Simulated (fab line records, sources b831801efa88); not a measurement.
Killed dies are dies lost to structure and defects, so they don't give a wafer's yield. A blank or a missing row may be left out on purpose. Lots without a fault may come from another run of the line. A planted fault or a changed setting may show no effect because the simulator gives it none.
Chamber matching | flow gf180mcu | GF_V3_CMP_26 on cmp-01: 4 sister chambers
The step polishes, stops on SiO2, t overpolish 15 s, target thk 0 nm. 4 wafers are shown with their chamber, then 12 later ones without.

WAFERS WITH THEIR CHAMBER
wafer  | chamber | motor_current_A (A)
L083.6 | 1       | 8.7
L085.5 | 0       | 9.0
L086.4 | 3       | 10.0
L086.5 | 2       | 10.5

WAFERS WITHOUT THEIR CHAMBER
wafer  | motor_current_A (A)
L089.2 | 8.4
L089.3 | 10.5
L089.6 | 9.3
L090.2 | 9.1
L090.3 | 9.4
L090.4 | 10.4
L093.3 | 8.9
L093.4 | 11.1
L093.5 | 9.8
L096.2 | 9.4
L096.3 | 9.9
L096.5 | 9.1

WHICH CHAMBER EACH WENT THROUGH
wafer  | from the rows above          | in truth
L089.2 | can't be placed: 1 or 0      | 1
L089.3 | can't be placed: 2 or 3      | 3
L089.6 | can't be placed: 0 or 1 or 3 | 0
L090.2 | can't be placed: 0 or 1      | 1
L090.3 | can't be placed: 0 or 3 or 1 | 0
L090.4 | can't be placed: 2 or 3      | 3
L093.3 | can't be placed: 0 or 1      | 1
L093.4 | can't be placed: 2 or 3      | 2
L093.5 | can't be placed: 3 or 2      | 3
L096.2 | can't be placed: 0 or 3 or 1 | 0
L096.3 | can't be placed: 3 or 2      | 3
L096.5 | can't be placed: 0 or 1      | 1
Placed correctly: 0 of 12. Can't be placed from these rows: 12 (the true chamber is among the candidates in 12). Placed wrongly: 0.
How it was worked out, from the rows above alone: a wafer's distance from a chamber is the root of the sum, over the readings, of the square of ((its reading less the chamber's mean) divided by the reading's scatter). The wafer belongs to the nearest chamber; if the next one is less than 2 further off, it can't be placed. A chamber's mean is the mean of its shown wafers. The scatter: with one shown wafer a chamber, the root of the mean of the squares of how far each hidden wafer lies from its nearest shown one.
